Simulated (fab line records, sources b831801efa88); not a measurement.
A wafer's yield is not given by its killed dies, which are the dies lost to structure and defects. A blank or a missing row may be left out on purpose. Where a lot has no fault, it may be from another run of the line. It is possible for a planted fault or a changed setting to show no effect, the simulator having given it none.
fab line records ; flow sky130 ; part 2 of 2: steps 29 to 40 of 40
record lots=5; wafers=15; last_day=49
route steps=708 shown RES_XHIGH@360 SALICIDE@361 LI_CONTACT@362 LOCAL_INTERCONNECT@387
lots untouched by any fault: they come from a run of this same line in which no faults occurred
start_h: start of the lot's first displayed wafer, in hours after the record's first day ; wait_h: hours elapsed since this lot's preceding step ; " as in the row above ; L1.1+2: one row covering several wafers at once ; - no value, or no start was given ; * or withheld: withheld ; < > ~ a bound
route shown NAME@n: a module of which the file shows steps, and the number in the route of the first ; usual: mean/standard deviation of fault-free wafers ; same: alike in all rows ; chamber/n: place in a boat ; sites: each site's reading ; _std_site: standard deviation across them ; _edge_site: inner sites' mean taken away from outer sites' mean ; radius_mm: how far each site lies from the wafer's centre ; mask NAME#n: copy n ; behind: the last tool/chamber to shape the wafer ; hold: reason for holding the lot/hours on hold/outcome of the hold ; device: transistor that didn't switch, given as n, p or np ; end of line: the same wafers' tests at the end of the route ; a step with no rows: only its recipe ; killed: dies lost to structure and defects at the first sort, not the wafer's yield ; map: shows each die of a wafer: x if killed, . if not, _ if none is there
set.NAME: the setting the step ran with; set.NAME@STEP: the setting that earlier step ran with ; model.NAME: the simulator's own value behind a step, which no gauge read
certain route steps with their lots: each step a table, each wafer a row
services: a tool's chamber out of use, with start hour (start_h, from the record's first day; less than 0 if before it), hours out, and reason
## steps
# step SKY_LOCAL_INTERCONNECT_RS_MEAS_01
# recipe thk_meas_gauge=four-point-probe; reads=TiN_of_LOCAL_INTERCONNECT_SPUTTER_00
# usual LOCAL_INTERCONNECT_TIN_RS=14.17/0.2
lot.wafer;tool;chamber;start_h;wait_h;LOCAL_INTERCONNECT_TIN_RS[ohm/sq]
L074.1;film_metro-04;-;685.54;0.0;14.41
L074.5;film_metro-04;-;685.54;0.0;14.48
L074.6;film_metro-04;-;685.54;0.0;14.67
L078.1;film_metro-04;-;726.25;0.0;13.99
L078.4;film_metro-04;-;726.25;0.0;13.98
L078.5;film_metro-04;-;726.25;0.0;13.97
L081.2;film_metro-01;-;737.56;0.1;14.01
L081.5;film_metro-01;-;737.56;0.1;14.08
L081.6;film_metro-01;-;737.56;0.1;13.97
L084.2;film_metro-04;-;761.88;0.1;14.14
L084.4;film_metro-04;-;761.88;0.1;14.11
L084.5;film_metro-04;-;761.88;0.1;14.17
L090.2;film_metro-01;-;808.17;0.1;13.79
L090.4;film_metro-01;-;808.17;0.1;14.19
L090.5;film_metro-01;-;808.17;0.1;14.11
# step SKY_LOCAL_INTERCONNECT_THK_MEAS_02
# recipe thk_meas_gauge=xrf; reads=TiN_of_LOCAL_INTERCONNECT_SPUTTER_00
# usual LOCAL_INTERCONNECT_TIN_THK=101.2/1.5
lot.wafer;tool;chamber;start_h;wait_h;LOCAL_INTERCONNECT_TIN_THK[nm]
L074.1;film_metro-04;-;685.66;0.1;98.9
L074.5;film_metro-04;-;685.66;0.1;98.6
L074.6;film_metro-04;-;685.66;0.1;97.2
L078.1;film_metro-04;-;726.37;0.1;102.9
L078.4;film_metro-04;-;726.37;0.1;103.0
L078.5;film_metro-04;-;726.37;0.1;103.4
L081.2;film_metro-01;-;737.67;0.1;102.6
L081.5;film_metro-01;-;737.67;0.1;102.7
L081.6;film_metro-01;-;737.67;0.1;102.7
L084.2;film_metro-04;-;761.99;0.1;101.6
L084.4;film_metro-04;-;761.99;0.1;101.9
L084.5;film_metro-04;-;761.99;0.1;101.0
L090.2;film_metro-01;-;808.28;0.1;104.0
L090.4;film_metro-01;-;808.28;0.1;100.5
L090.5;film_metro-01;-;808.28;0.1;101.4
# step SKY_LOCAL_INTERCONNECT_DEHYDRATE_03
# recipe temp_c=200; time_s=60
lot.wafer;tool;chamber;start_h;wait_h
L074.1+5+6;litho_track-03;0;698.73;13.1
L078.1+4+5;litho_track-04;0;739.48;13.1
L081.2+5+6;litho_track-04;0;750.86;13.2
L084.2+4+5;litho_track-04;0;774.46;12.5
L090.2+4+5;litho_track-01;0;820.88;12.6
# step SKY_LOCAL_INTERCONNECT_HMDS_04
# recipe prime_time_s=60; prime_temp_c=120
# same prime_time_s=60
lot.wafer;tool;chamber;start_h;wait_h
L074.1+5+6;litho_track-03;0;698.88;0.1
L078.1+4+5;litho_track-04;0;739.63;0.1
L081.2+5+6;litho_track-04;0;751.01;0.1
L084.2+4+5;litho_track-04;0;774.61;0.1
L090.2+4+5;litho_track-01;0;821.03;0.1
# step SKY_LOCAL_INTERCONNECT_COAT_05
# recipe resist=BARC; temp_c=withheld; time_s=withheld; spin_rpm=3000; resist_thk_nm=60
# usual spin_speed_rpm=2999.8/2.2
lot.wafer;tool;chamber;start_h;wait_h;spin_speed_rpm
L074.1;litho_track-03;0;699.03;0.1;3003.0
L074.5;litho_track-03;0;699.03;0.1;3001.8
L074.6;litho_track-03;0;699.03;0.1;3001.1
L078.1;litho_track-04;0;739.78;0.1;2995.8
L078.4;litho_track-04;0;739.78;0.1;2998.3
L078.5;litho_track-04;0;739.78;0.1;2999.1
L081.2;litho_track-04;0;751.16;0.1;2999.9
L081.5;litho_track-04;0;751.16;0.1;3000.5
L081.6;litho_track-04;0;751.16;0.1;2998.8
L084.2;litho_track-04;0;774.76;0.1;3005.4
L084.4;litho_track-04;0;774.76;0.1;2997.3
L084.5;litho_track-04;0;774.76;0.1;2999.7
L090.2;litho_track-01;0;821.18;0.1;3000.5
L090.4;litho_track-01;0;821.18;0.1;3000.8
L090.5;litho_track-01;0;821.18;0.1;2999.8
# step SKY_LOCAL_INTERCONNECT_COAT_06
# recipe resist=KrF-thick; spin_rpm=3000; resist_thk_nm=450
# usual spin_speed_rpm=2999.9/2.2
lot.wafer;tool;chamber;start_h;wait_h;spin_speed_rpm
L074.1;litho_track-03;0;-;-;2998.7
L074.5;litho_track-03;0;-;-;2997.1
L074.6;litho_track-03;0;-;-;2998.1
L078.1;litho_track-04;0;-;-;3000.0
L078.4;litho_track-04;0;-;-;2998.1
L078.5;litho_track-04;0;-;-;2999.0
L081.2;litho_track-04;0;-;-;2996.8
L081.5;litho_track-04;0;-;-;2996.7
L081.6;litho_track-04;0;-;-;3000.7
L084.2;litho_track-04;0;-;-;3001.4
L084.4;litho_track-04;0;-;-;2998.5
L084.5;litho_track-04;0;-;-;2999.0
L090.2;litho_track-01;0;-;-;2998.4
L090.4;litho_track-01;0;-;-;3001.0
L090.5;litho_track-01;0;-;-;2998.9
# step SKY_LOCAL_INTERCONNECT_SOFTBAKE_07
# recipe temp_c=100; time_s=90; resist=KrF-thick
lot.wafer;tool;chamber;start_h;wait_h
L074.1+5+6;litho_track-03;0;-;-
L078.1+4+5;litho_track-04;0;-;-
L081.2+5+6;litho_track-04;0;-;-
L084.2+4+5;litho_track-04;0;-;-
L090.2+4+5;litho_track-01;0;-;-
# step SKY_LOCAL_INTERCONNECT_EXPOSE_08
# recipe mask_id=LI1M; na=0.8; source_shape=annular; sigma_inner=0.55; sigma_outer=0.85; target_cd_nm=170; dose_mj=28
# usual focus_offset_nm=0.0/0.51; stage_vel_mm_s=500.06/0.25
lot.wafer;tool;chamber;start_h;wait_h;mask;focus_offset_nm;stage_vel_mm_s
L074.1;krf_scanner-01;0;-;-;LI1M#0;0.0;499.65
L074.5;krf_scanner-01;0;-;-;LI1M#0;0.3;500.03
L074.6;krf_scanner-01;0;-;-;LI1M#0;0.1;499.73
L078.1;krf_scanner-02;0;-;-;LI1M#0;-0.8;500.11
L078.4;krf_scanner-02;0;-;-;LI1M#0;-0.2;499.82
L078.5;krf_scanner-02;0;-;-;LI1M#0;0.4;500.18
L081.2;krf_scanner-02;0;-;-;LI1M#0;-0.5;500.33
L081.5;krf_scanner-02;0;-;-;LI1M#0;-0.5;500.26
L081.6;krf_scanner-02;0;-;-;LI1M#0;-0.1;500.14
L084.2;krf_scanner-02;0;-;-;LI1M#0;-0.1;500.06
L084.4;krf_scanner-02;0;-;-;LI1M#0;-0.2;500.34
L084.5;krf_scanner-02;0;-;-;LI1M#0;0.8;500.31
L090.2;krf_scanner-01;0;-;-;LI1M#0;-0.7;500.09
L090.4;krf_scanner-01;0;-;-;LI1M#0;0.8;500.09
L090.5;krf_scanner-01;0;-;-;LI1M#0;0.3;499.98
# step SKY_LOCAL_INTERCONNECT_PEB_09
# recipe peb_temp_c=withheld; peb_time_s=withheld; resist=KrF-thick
lot.wafer;tool;chamber;start_h;wait_h
L074.1+5+6;litho_track-04;0;-;-
L078.1+4+5;litho_track-04;0;-;-
L081.2+5+6;litho_track-04;0;-;-
L084.2+4+5;litho_track-01;0;-;-
L090.2+4+5;litho_track-03;0;-;-
# step SKY_LOCAL_INTERCONNECT_DEVELOP_10
# recipe develop_time_s=60; resist=KrF-thick; dev_temp_c=21
lot.wafer;tool;chamber;start_h;wait_h
L074.1+5+6;litho_track-04;0;-;-
L078.1+4+5;litho_track-04;0;-;-
L081.2+5+6;litho_track-04;0;-;-
L084.2+4+5;litho_track-01;0;-;-
L090.2+4+5;litho_track-03;0;-;-
# step SKY_LOCAL_INTERCONNECT_CD_MEAS_11
# recipe target_cd_nm=170
# usual cd_nm=169.1/1.5
lot.wafer;tool;chamber;start_h;wait_h;cd_nm
L074.1;cd_sem-01;-;712.98;-;171.6
L074.5;cd_sem-01;-;712.98;-;171.9
L074.6;cd_sem-01;-;712.98;-;170.6
L078.1;cd_sem-02;-;754.29;-;169.8
L078.4;cd_sem-02;-;754.29;-;169.4
L078.5;cd_sem-02;-;754.29;-;171.5
L081.2;cd_sem-02;-;765.55;-;167.6
L081.5;cd_sem-02;-;765.55;-;167.2
L081.6;cd_sem-02;-;765.55;-;167.3
L084.2;cd_sem-02;-;788.63;-;167.3
L084.4;cd_sem-02;-;788.63;-;170.9
L084.5;cd_sem-02;-;788.63;-;168.3
L090.2;cd_sem-02;-;834.40;-;167.7
L090.4;cd_sem-02;-;834.40;-;168.3
L090.5;cd_sem-02;-;834.40;-;168.8
# step SKY_LOCAL_INTERCONNECT_OVL_MEAS_12
# usual LOCAL_INTERCONNECT_OVL=-4/4.9
lot.wafer;tool;chamber;start_h;wait_h;LOCAL_INTERCONNECT_OVL[nm]
L074.1;overlay-02;-;713.10;0.1;-5
L074.5;overlay-02;-;713.10;0.1;1
L074.6;overlay-02;-;713.10;0.1;-4
L078.1;overlay-01;-;754.41;0.1;-12
L078.4;overlay-01;-;754.41;0.1;-5
L078.5;overlay-01;-;754.41;0.1;-6
L081.2;overlay-02;-;765.66;0.1;-2
L081.5;overlay-02;-;765.66;0.1;-9
L081.6;overlay-02;-;765.66;0.1;-2
L084.2;overlay-01;-;788.73;0.1;4
L084.4;overlay-01;-;788.73;0.1;7
L084.5;overlay-01;-;788.73;0.1;8
L090.2;overlay-01;-;834.51;0.1;-8
L090.4;overlay-01;-;834.51;0.1;-11
L090.5;overlay-01;-;834.51;0.1;-8
## services
tool;chamber;start_h;hours;kind
rie_diel-03;3;637.20;29.0;repair
wet_bench-02;-;643.92;3.7;repair
pvd_sputter-01;-;645.13;0.5;repair
rie_diel-03;1;646.40;21.6;repair
cmp-02;-;648.83;6.6;pm
krf_scanner-01;-;656.14;4.0;pm
cmp-01;-;667.93;1.5;repair
cvd_w-02;-;673.61;0.9;repair
rie_diel-04;2;681.67;4.1;repair
krf_scanner-02;-;682.49;1.3;pm
rie_diel-04;-;707.94;0.9;repair
cmp-02;-;709.32;1.2;repair
rie_diel-04;0;712.58;11.5;repair
pvd_sputter-01;-;733.17;7.0;repair
cmp-02;-;734.35;2.3;repair
cmp-02;-;757.66;2.5;repair
krf_scanner-02;-;768.51;2.9;repair
krf_scanner-02;-;780.48;0.8;pm
krf_scanner-02;-;794.77;1.0;pm
krf_scanner-02;-;795.77;3.6;pm
cmp-02;-;802.76;1.7;repair
rie_diel-04;3;810.05;1.5;repair
pvd_sputter-01;-;811.31;12.5;repair
cmp-02;-;828.17;1.4;repair
